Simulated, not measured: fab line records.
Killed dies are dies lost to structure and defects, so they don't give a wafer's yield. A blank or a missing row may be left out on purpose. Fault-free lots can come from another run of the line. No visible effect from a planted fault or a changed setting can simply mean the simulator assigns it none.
Struck lot and sound lot, side by side ; flow sfq_line ; 15 out of 325 route steps
Sound: these wafers, L547.1, L547.3, L547.4. Wafers struck: L540.2, L540.4, L540.5. Last of all comes the cause.
Per side, at each step with rows, come the tool, then ch with its chambers, and then its first start. Under that, the readings that differ: sound wafers ; struck wafers ; difference of the means ; sigmas: that difference in standard deviations of wafers without a fault.
alike: a reading whose means differ by less than 2 such deviations, as well as words and numbers matching on both sides. not compared: withheld readings; readings where some wafer has no value; bounds like >300 that might hide an equal value; numbers whose values overlap and for which the record gives no deviation.
The two part at a step that has a row with sigmas, a row that says differs or no value, or rows on one side only. Numbers that have no deviation but don't overlap get no sigmas and don't part them. A reading that every wafer of one side lacks parts them only if that side has two wafers or more.

first, 1 step without rows for these wafers: SFQ_TRILAYER_M6_STRIP_SOLV_CLEAN_164 (cleans in NMP, time 600 s).
SFQ_TRILAYER_I6_DEP_PECVD_165: deposits SiO2 from SiH4/N2O, time 111.11 s, target thk 500 nm.
  sound on pecvd-01 ch 1,2, day 79 21:34; struck on pecvd-02 ch 0,1,2, day 76 17:44
  alike: heater_power_w, throttle_valve_pct
SFQ_TRILAYER_I6_CMP_CMP_166: polishes SiO2.
  sound on cmp-02 ch 0,1,2, day 79 22:10; struck on cmp-01 ch 0,2,3, day 77 06:31
  alike: motor_current_A, time_to_endpoint_s
SFQ_I6_BOW_MEAS_941:
  sound on film_metro-01, day 80 00:40; struck on film_metro-04, day 77 09:02
reading;sound;struck;difference;sigmas
I6_BOW (um);22 20 12;3 -12 -4;-22;-2
SFQ_TRILAYER_I6_METRO_MEASURE_167:
  sound on film_metro-01, day 80 00:47; struck on film_metro-04, day 77 09:20
  alike: thk_nm
then, 6 steps without rows for these wafers: SFQ_TRILAYER_I6_VIA_LITHO_COAT_174 (resist thk 62 nm); SFQ_TRILAYER_I6_VIA_LITHO_COAT_169 (resist thk 650 nm); SFQ_TRILAYER_I6_VIA_LITHO_SOFTBAKE_173; SFQ_TRILAYER_I6_VIA_LITHO_EXPOSE_170 (exposes mask I6, target cd 700 nm); SFQ_TRILAYER_I6_VIA_LITHO_PEB_172 (peb time 60 s); SFQ_TRILAYER_I6_VIA_LITHO_DEVELOP_171 (time 60 s).
-- the record jumps here: 4 days lie between the struck wafers' starts before and after --
SFQ_I6_OVL_MEAS_942:
  sound on overlay-02, day 84 06:32; struck on overlay-01, day 81 07:30
reading;sound;struck;difference;sigmas
I6_OVL (nm);2 2 5;-6 -10 -8;-11;-2
SFQ_TRILAYER_I6_VIA_BARC_OPEN_VIA_ETCH_235: etches BARC in O2, target depth 125 nm, time 41.7 s.
  sound on rie_diel-03 ch 0,2,3, day 84 06:35; struck on rie_diel-03 ch 0,1,2, day 81 07:32
reading;sound;struck;difference;sigmas
rf_fwd_power_W (W);493.6 496.1 490.2;576.2 574.3 573.4;+81.3;+37
model.KrF_of_TRILAYER_I6_VIA_LITHO_COAT_169.thk_nm (nm);576.9 575.9 573;564.3 566 565.1;-10.1;
  alike: drypump_motor_current_A, oes_product_au
  not compared: rf_hours_counter_h
SFQ_TRILAYER_I6_VIA_ETCH_VIA_ETCH_172: etches SiO2 in CHF3, stops on Nb, target depth 260 nm.
  sound on rie_diel-03 ch 0,2,3, day 84 06:37; struck on rie_diel-03 ch 0,1,2, day 81 07:34
reading;sound;struck;difference;sigmas
model.KrF_of_TRILAYER_I6_VIA_LITHO_COAT_169.thk_nm (nm);532.5 531.3 527.6;520.2 521.9 520.5;-9.6;
  alike: drypump_motor_current_A, oes_product_au, rf_fwd_power_W
SFQ_TRILAYER_I6_VIA_STRIP_STRIP_173: strips in O2.
  sound on rie_metal-02 ch 0,1, day 84 06:44; struck on rie_metal-04 ch 0,1, day 81 07:41
  alike: drypump_motor_current_A, oes_product_au
  not compared: rf_hours_counter_h

## WHERE THEY PART
Earliest at SFQ_I6_BOW_MEAS_941; latest, in this record, at SFQ_TRILAYER_I6_VIA_BARC_OPEN_VIA_ETCH_235. Later steps at which nothing parts them and some readings are alike: SFQ_TRILAYER_I6_VIA_ETCH_VIA_ETCH_172, SFQ_TRILAYER_I6_VIA_STRIP_STRIP_173.

WHY: whatever the simulator had introduced
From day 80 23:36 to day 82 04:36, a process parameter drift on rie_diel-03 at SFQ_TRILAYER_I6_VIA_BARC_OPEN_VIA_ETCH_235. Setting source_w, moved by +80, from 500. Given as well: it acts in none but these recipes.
